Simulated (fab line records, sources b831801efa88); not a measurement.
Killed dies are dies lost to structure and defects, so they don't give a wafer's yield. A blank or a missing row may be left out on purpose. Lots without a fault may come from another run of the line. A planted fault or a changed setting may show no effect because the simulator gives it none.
fab line records | flow gf180mcu
record lots=6 wafers=18 last_day=34
route steps=602 shown M3@413
lots that met no fault: from a run of the same line without faults
start_h: hours from the record's first day to the start of the lot's first wafer shown | wait_h: hours since the lot's step before | " the same as in the row above | L1.1+2: a row that stands for several wafers | - no value, or no start given | * or withheld: withheld | < > ~ a bound
route shown NAME@n: a module of which the file shows steps, and the number in the route of the first | usual: mean/standard deviation of fault-free wafers | same: alike in all rows | chamber/n: place in a boat | sites: the reading at each site | _std_site: their standard deviation | _edge_site: outer sites' mean less inner sites' | radius_mm: how far each site lies from the wafer's centre | mask NAME#n: copy n | behind: the tool/chamber that last shaped the wafer | hold: why the lot was held/for how many hours/how that ended | device: the transistor (n, p or np) that didn't switch | end of line: the same wafers' tests at the end of the route | a step without rows: its recipe alone | killed: dies lost to structure and defects at the first sort, not the wafer's yield | map: a wafer's dies, x killed, . not, _ none there
set.NAME: the setting as run; set.NAME@STEP: as run at that earlier step | model.NAME: the simulator's own value behind a step, which no gauge read
lots at some steps of the route; a table a step, a row a wafer
services: from which hour (start_h, from the record's first day; less than 0 if before it) a tool's chamber was out of use, for how many hours, and why
## steps
# step GF_M3_SPUTTER_04
# recipe material=TiN target_thk_nm=50 power_w=6500 time_s=41.7 chamber_pressure_pa=0.4
# usual throttle_valve_pct=30.1/0.81
# columns lot.wafer tool chamber start_h wait_h throttle_valve_pct
L969.1 pvd_sputter-01 - 531.63 0.0 29.5
L969.5 " - " " 30.4
L969.6 " - " " 28.1
L972.1 pvd_sputter-04 - 558.75 0.0 31.1
L972.5 " - " " 30.8
L972.6 " - " " 30.3
L973.1 pvd_sputter-04 - 565.57 0.0 30.5
L973.3 " - " " 30.8
L973.4 " - " " 29.3
L976.4 pvd_sputter-03 - 593.42 0.0 30.8
L976.5 " - " " 30.5
L976.6 " - " " 31.0
L977.1 pvd_sputter-03 - 599.02 0.0 30.9
L977.3 " - " " 30.5
L977.6 " - " " 29.6
L984.2 pvd_sputter-03 - 650.61 0.0 29.4
L984.4 " - " " 30.4
L984.5 " - " " 30.9
# step GF_M3_RS_MEAS_05
# recipe thk_meas_gauge=four-point-probe reads=TiN_of_M3_SPUTTER_04+Ti_of_M3_SPUTTER_03+AlCu_of_M3_SPUTTER_02+TiN_of_M3_SPUTTER_01+Ti_of_M3_SPUTTER_00
# usual M3_ALCU_RS=0.0692/0.001
# columns lot.wafer tool chamber start_h wait_h M3_ALCU_RS[ohm/sq]
L969.1 film_metro-02 - 531.67 0.0 0.0685
L969.5 " - " " 0.0687
L969.6 " - " " 0.0685
L972.1 film_metro-04 - 558.79 0.0 0.0685
L972.5 " - " " 0.0682
L972.6 " - " " 0.0683
L973.1 film_metro-02 - 565.61 0.0 0.0697
L973.3 " - " " 0.0691
L973.4 " - " " 0.0694
L976.4 film_metro-02 - 593.52 0.1 0.0689
L976.5 " - " " 0.0686
L976.6 " - " " 0.0680
L977.1 film_metro-04 - 599.06 0.0 0.0680
L977.3 " - " " 0.0687
L977.6 " - " " 0.0702
L984.2 film_metro-02 - 650.67 0.0 0.0693
L984.4 " - " " 0.0679
L984.5 " - " " 0.0677
# step GF_M3_THK_MEAS_06
# recipe thk_meas_gauge=xrf reads=AlCu_of_M3_SPUTTER_02
# usual M3_ALCU_THK=463/7.4
# columns lot.wafer tool chamber start_h wait_h M3_ALCU_THK[nm]
L969.1 film_metro-02 - 531.79 0.1 471
L969.5 " - " " 470
L969.6 " - " " 469
L972.1 film_metro-04 - 558.91 0.1 467
L972.5 " - " " 468
L972.6 " - " " 471
L973.1 film_metro-02 - 565.73 0.1 458
L973.3 " - " " 460
L973.4 " - " " 462
L976.4 film_metro-02 - 593.61 0.1 463
L976.5 " - " " 464
L976.6 " - " " 470
L977.1 film_metro-04 - 599.18 0.1 470
L977.3 " - " " 465
L977.6 " - " " 453
L984.2 film_metro-02 - 650.78 0.1 466
L984.4 " - " " 474
L984.5 " - " " 477
# step GF_M3_DEHYDRATE_07
# recipe temp_c=200 time_s=60
# step GF_M3_HMDS_08
# recipe prime_time_s=60 prime_temp_c=120
# step GF_M3_COAT_09
# recipe resist=KrF spin_rpm=withheld resist_thk_nm=1000
# step GF_M3_SOFTBAKE_10
# recipe temp_c=130 time_s=60 resist=KrF
# step GF_M3_EXPOSE_11
# recipe mask_id=Metal3 target_cd_nm=280 na=0.68 source_shape=conventional sigma_outer=0.6 dose_mj=28
# step GF_M3_PEB_12
# recipe peb_temp_c=135 peb_time_s=90 resist=KrF
# step GF_M3_DEVELOP_13
# recipe develop_time_s=60 dev_temp_c=21
# step GF_M3_CD_MEAS_14
# recipe target_cd_nm=280
# usual cd_nm=279.5/1.2
# columns lot.wafer tool chamber start_h wait_h cd_nm
L969.1 cd_sem-02 - 553.57 0.1 279.6
L969.5 " - " " 279.6
L969.6 " - " " 279.0
L972.1 cd_sem-02 - 579.88 0.2 279.6
L972.5 " - " " 277.6
L972.6 " - " " 277.7
L973.1 cd_sem-02 - 586.98 0.1 280.1
L973.3 " - " " 280.2
L973.4 " - " " 280.3
L976.4 cd_sem-01 - 614.38 0.1 280.8
L976.5 " - " " 278.6
L976.6 " - " " 280.6
L977.1 cd_sem-02 - 619.52 0.1 281.0
L977.3 " - " " 282.2
L977.6 " - " " 282.1
L984.2 cd_sem-02 - 669.41 0.2 279.3
L984.4 " - " " 278.3
L984.5 " - " " 278.7
# step GF_M3_OVL_MEAS_15
# usual M3_OVL=3/5.2
# columns lot.wafer tool chamber start_h wait_h M3_OVL[nm]
L969.1 overlay-02 - 553.69 0.1 13
L969.5 " - " " 12
L969.6 " - " " 10
L972.1 overlay-02 - 580.00 0.1 -1
L972.5 " - " " 9
L972.6 " - " " -3
L973.1 overlay-02 - 587.10 0.1 2
L973.3 " - " " -2
L973.4 " - " " -3
L976.4 overlay-02 - 614.46 0.1 -1
L976.5 " - " " 0
L976.6 " - " " -1
L977.1 overlay-02 - 619.64 0.1 10
L977.3 " - " " 8
L977.6 " - " " 9
L984.2 overlay-02 - 669.52 0.1 9
L984.4 " - " " 11
L984.5 " - " " -1
# step GF_M3_METAL_ETCH_16
# recipe chemistry=Cl2/BCl3 mask_material=KrF target_depth_nm=627.5 stop_on=SiO2 pressure_mtorr=8 icp_w=800 bias_w=140 Cl2_flow_sccm=80 bcl3_flow_sccm=40 time_s=104.6
# usual bcl3_flow_sccm=40.00/0.13 bias_w=140.0/0.43 drypump_motor_current_A=5.8/0.37 mfc_cl2_sccm=80.02/0.24 oes_product_au=0.973/0.0074 throttle_valve_pct=28.248/0.01
# columns lot.wafer tool chamber start_h wait_h bcl3_flow_sccm bias_w drypump_motor_current_A mfc_cl2_sccm oes_product_au rf_hours_counter_h throttle_valve_pct model.KrF_of_M3_COAT_09.thk_nm
L969.1 rie_metal-01 0 553.73 0.0 39.74 140.1 6.2 79.99 0.977 9 28.260 745.7
L969.5 " 0 " " 39.92 140.8 6.2 80.33 0.964 - 28.234 745.3
L969.6 " 0 " " 39.66 140.2 6.2 80.05 0.974 - 28.243 745.8
L972.1 rie_metal-02 0 580.04 0.0 - - - - - - - 987.7
L972.5 " 1 " " - - - - - - - 986.5
L972.6 " 0 " " - - - - - - - 987.6
L973.1 rie_metal-03 0 587.13 0.0 - - - - - - - 982.5
L973.3 " 0 " " - - - - - - - 986.3
L973.4 " 0 " " - - - - - - - 983.5
L976.4 rie_metal-03 0 614.51 0.0 40.13 139.9 5.7 79.69 0.981 - 28.231 727.1
L976.5 " 1 " " 39.90 140.5 5.7 80.29 0.975 - 28.233 736.3
L976.6 " 0 " " 40.05 139.3 5.6 79.78 0.985 - 28.224 723.9
L977.1 rie_metal-02 1 619.68 0.0 40.09 140.6 6.3 80.18 0.978 11 28.248 739.4
L977.3 " 1 " " 40.18 140.2 6.2 80.44 0.977 - 28.242 741.2
L977.6 " 1 " " 40.11 140.2 6.2 79.99 0.963 - 28.262 742.6
L984.2 rie_metal-03 0 669.55 0.0 39.70 140.0 5.7 80.02 0.971 9 28.245 731.6
L984.4 " 1 " " 39.98 139.2 5.7 80.23 0.975 - 28.244 736.8
L984.5 " 1 " " 40.15 139.8 5.8 79.89 0.974 - 28.234 735.3
# step GF_M3_STRIP_17
# recipe chemistry=O2/N2 power_w=1400 pressure_mtorr=1500 platen_temp_c=250 o2_flow_sccm=3000 n2_flow_sccm=300 overash_fraction=0.5
# usual drypump_motor_current_A=5.75/0.23 heater_power_w=306/32 n2_flow_sccm=299.9/0.91 oes_product_au=0.557/0.0057 strip_time_to_endpoint_s=7.86/0.085
# columns lot.wafer tool chamber start_h wait_h drypump_motor_current_A heater_power_w n2_flow_sccm oes_product_au rf_hours_counter_h strip_time_to_endpoint_s
L969.1 plasma_asher-02 1 553.95 0.2 5.64 309 300.3 0.561 13 7.97
L969.5 " 0 " " 5.60 306 299.6 0.564 - 7.98
L969.6 " 1 " " 5.66 306 300.0 0.559 - 7.98
L972.1 plasma_asher-04 1 580.15 0.1 5.76 319 301.0 0.658 98 10.23
L972.5 " 1 " " 5.72 322 300.5 0.659 - 10.22
L972.6 " 0 " " 6.26 240 297.7 0.662 - 10.22
L973.1 plasma_asher-02 0 587.36 0.2 5.58 303 299.7 0.654 17 10.19
L973.3 " 0 " " 5.57 304 299.1 0.658 - 10.23
L973.4 " 1 " " 5.65 317 299.8 0.662 - 10.21
L976.4 plasma_asher-02 0 614.62 0.1 5.57 309 299.7 0.553 - 7.79
L976.5 " 1 " " 5.65 325 299.8 0.558 - 7.89
L976.6 " 0 " " 5.62 303 299.4 0.554 - 7.75
L977.1 plasma_asher-04 0 619.79 0.1 6.23 243 300.3 0.566 103 7.92
L977.3 " 1 " " 5.73 322 300.1 0.558 - 7.92
L977.6 " 0 " " 6.22 239 301.9 0.550 - 7.95
L984.2 plasma_asher-04 1 669.66 0.1 5.69 333 300.4 0.551 108 7.84
L984.4 " 0 " " 6.25 247 298.8 0.559 - 7.89
L984.5 " 0 " " 6.27 240 299.2 0.559 - 7.88
# step GF_M3_STRIP_18
# recipe chemistry=post_etch_residue_remover time_s=1200 temp_c=72.5
## services
# columns tool chamber start_h hours kind
plasma_asher-04 - 508.74 2.8 pm
rie_metal-02 0 528.82 6.7 repair
rie_metal-02 0 535.57 - clean
rie_metal-02 0 535.57 18.0 scheduled_down
rie_metal-02 0 535.57 18.0 vent_cycle
pvd_sputter-01 - 535.85 1.7 repair
pvd_sputter-01 - 538.07 1.2 repair
pvd_sputter-01 - 548.95 46.6 repair
rie_metal-01 - 558.94 2.8 pm
plasma_asher-04 - 560.62 1.3 repair
pvd_sputter-03 3 562.72 - consumable_replace:kit
pvd_sputter-03 3 562.72 18.0 scheduled_down
pvd_sputter-03 3 562.72 18.0 vent_cycle
rie_metal-03 1 586.28 - clean
rie_metal-03 1 586.28 18.9 scheduled_down
rie_metal-03 1 586.28 18.9 vent_cycle
rie_metal-03 - 597.38 0.4 repair
rie_metal-03 - 608.94 0.2 repair
rie_metal-01 - 616.04 1.4 pm
rie_metal-01 0 624.43 4.0 repair
pvd_sputter-04 3 645.40 - consumable_replace:kit
pvd_sputter-03 2 650.65 - consumable_replace:kit
pvd_sputter-03 2 650.65 18.0 scheduled_down
pvd_sputter-03 2 650.65 18.0 vent_cycle
## key
first_sign step=GF_M3_METAL_ETCH_16 reading=tool_record direction=missing
effect step=GF_M3_STRIP_17 reading=strip_time_to_endpoint_s direction=up sigmas=28 usual=* struck=*
model_effect step=GF_M3_METAL_ETCH_16 value=KrF_of_M3_COAT_09.thk_nm without=729.4 struck=985.7
met_at GF_M3_METAL_ETCH_16
struck_wafers L972.1,L972.5,L972.6,L973.1,L973.3,L973.4
later_rows_left_out L972.1,L972.5,L972.6,L973.1,L973.3,L973.4
sort_left_out L972.1,L972.5,L972.6,L973.1,L973.3,L973.4
fault kind=skipped_step_whole tool=rie_metal-02,rie_metal-03 chamber=- onset_h=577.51 steps=GF_M3_METAL_ETCH_16 scope=struck_lots_only
# sort_left_out: the simulated sort isn't trusted on such a fault, so these wafers' sort isn't shown, and their yield isn't known
# later_rows_left_out: the simulator's readings of these wafers behind a module that went badly wrong aren't trusted and aren't shown, but for the sort
